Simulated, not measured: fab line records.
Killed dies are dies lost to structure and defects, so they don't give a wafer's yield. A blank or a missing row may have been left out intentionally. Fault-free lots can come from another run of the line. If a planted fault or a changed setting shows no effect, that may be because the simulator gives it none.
Check for tools in common / flow sky130 / Lots sampled 15, wafers sampled 45

== REASON IT WAS OPENED ==
3 of 15 lots carry a flag on the reading RES_XHIGH_TW at SKY_RES_XHIGH_TW_MEAS_09. Fault-free wafers read 1632, with a standard deviation of 12.
Rule: a lot is flagged when every wafer of it that has a number lies more than 4 standard deviations from that mean, or none has a number. The other lots count as sound.

lot=L263; measured=day 27 04:45; on=film-metro-02; RES_XHIGH_TW, wafer by wafer=1642 1641 1637; flag=
lot=L265; measured=day 28 08:01; on=film-metro-03; RES_XHIGH_TW, wafer by wafer=1624 1621 1623; flag=
lot=L267; measured=day 28 13:43; on=film-metro-01; RES_XHIGH_TW, wafer by wafer=1652 1651 1653; flag=
lot=L268; measured=day 28 23:06; on=film-metro-03; RES_XHIGH_TW, wafer by wafer=1614 1613 1610; flag=
lot=L269; measured=day 29 10:49; on=film-metro-02; RES_XHIGH_TW, wafer by wafer=1899 1915 1914; flag=FLAGGED
lot=L270; measured=day 29 19:52; on=film-metro-03; RES_XHIGH_TW, wafer by wafer=1889 1895 1895; flag=FLAGGED
lot=L271; measured=day 30 05:25; on=film-metro-03; RES_XHIGH_TW, wafer by wafer=1896 1887 1894; flag=FLAGGED
lot=L272; measured=day 30 08:25; on=film-metro-03; RES_XHIGH_TW, wafer by wafer=1621 1626 1620; flag=
lot=L276; measured=day 32 13:26; on=film-metro-01; RES_XHIGH_TW, wafer by wafer=1638 1638 1631; flag=
lot=L277; measured=day 32 17:24; on=film-metro-02; RES_XHIGH_TW, wafer by wafer=1636 1639 1640; flag=
lot=L278; measured=day 33 16:31; on=film-metro-02; RES_XHIGH_TW, wafer by wafer=1636 1637 1627; flag=
lot=L280; measured=day 33 16:59; on=film-metro-03; RES_XHIGH_TW, wafer by wafer=1629 1624 1628; flag=
lot=L283; measured=day 33 23:37; on=film-metro-03; RES_XHIGH_TW, wafer by wafer=1618 1622 1626; flag=
lot=L282; measured=day 34 00:05; on=film-metro-01; RES_XHIGH_TW, wafer by wafer=1636 1632 1638; flag=
lot=L284; measured=day 34 07:05; on=film-metro-03; RES_XHIGH_TW, wafer by wafer=1633 1625 1626; flag=
The mean of the flagged lots' numbers is 1898, +266 from the usual (+22 standard deviations).

== EACH LOT AND THE TOOL IT RAN ON ==
The record keeps 1 process step preceding the reading, out of 708 steps on the route. Each cell gives the tool, then ch followed by the chambers the sampled wafers passed through, then the start.
lot=L263; flag=; SKY_LDD_LDN_COAT_02=litho-track-04 ch 0, day 22 18:07
lot=L265; flag=; SKY_LDD_LDN_COAT_02=litho-track-01 ch 0, day 23 22:49
lot=L267; flag=; SKY_LDD_LDN_COAT_02=litho-track-02 ch 0, day 24 05:35
lot=L268; flag=; SKY_LDD_LDN_COAT_02=litho-track-04 ch 0, day 24 15:04
lot=L269; flag=FLAGGED; SKY_LDD_LDN_COAT_02=litho-track-04, day 25 02:44
lot=L270; flag=FLAGGED; SKY_LDD_LDN_COAT_02=litho-track-04, day 25 11:41
lot=L271; flag=FLAGGED; SKY_LDD_LDN_COAT_02=litho-track-01, day 25 21:34
lot=L272; flag=; SKY_LDD_LDN_COAT_02=litho-track-01 ch 0, day 26 02:22
lot=L276; flag=; SKY_LDD_LDN_COAT_02=litho-track-02 ch 0, day 28 09:44
lot=L277; flag=; SKY_LDD_LDN_COAT_02=litho-track-04 ch 0, day 28 12:40
lot=L278; flag=; SKY_LDD_LDN_COAT_02=litho-track-01 ch 0, day 29 02:31
lot=L280; flag=; SKY_LDD_LDN_COAT_02=litho-track-01 ch 0, day 29 04:37
lot=L283; flag=; SKY_LDD_LDN_COAT_02=litho-track-01 ch 0, day 29 23:01
lot=L282; flag=; SKY_LDD_LDN_COAT_02=litho-track-01 ch 0, day 29 23:35
lot=L284; flag=; SKY_LDD_LDN_COAT_02=litho-track-02 ch 0, day 30 05:38
What is done by these steps:
- SKY_LDD_LDN_COAT_02: resist thk 1140 nm.
- SKY_RES_XHIGH_TW_MEAS_09

== FLAGGED OVER TOTAL, TOOL BY TOOL (the gauges that took the reading come last) ==
step=SKY_LDD_LDN_COAT_02; tool=litho-track-01; lots run=7; flagged=1; share of the flagged lots=some; sound lots run after its first flagged lot=5 (L272,L278,L280,L283,L282)
step=SKY_LDD_LDN_COAT_02; tool=litho-track-02; lots run=3; flagged=0; share of the flagged lots=none; sound lots run after its first flagged lot=-
step=SKY_LDD_LDN_COAT_02; tool=litho-track-04; lots run=5; flagged=2; share of the flagged lots=some; sound lots run after its first flagged lot=1 (L277)
step=SKY_RES_XHIGH_TW_MEAS_09; tool=film-metro-01; lots run=3; flagged=0; share of the flagged lots=none; sound lots run after its first flagged lot=-
step=SKY_RES_XHIGH_TW_MEAS_09; tool=film-metro-02; lots run=4; flagged=1; share of the flagged lots=some; sound lots run after its first flagged lot=2 (L277,L278)
step=SKY_RES_XHIGH_TW_MEAS_09; tool=film-metro-03; lots run=8; flagged=2; share of the flagged lots=some; sound lots run after its first flagged lot=4 (L272,L280,L283,L284)

== WHAT THE TABLE ALLOWS ==
No row of the table ran every flagged lot.

== WHAT HAD BEEN PUT IN BY THE SIMULATOR ==
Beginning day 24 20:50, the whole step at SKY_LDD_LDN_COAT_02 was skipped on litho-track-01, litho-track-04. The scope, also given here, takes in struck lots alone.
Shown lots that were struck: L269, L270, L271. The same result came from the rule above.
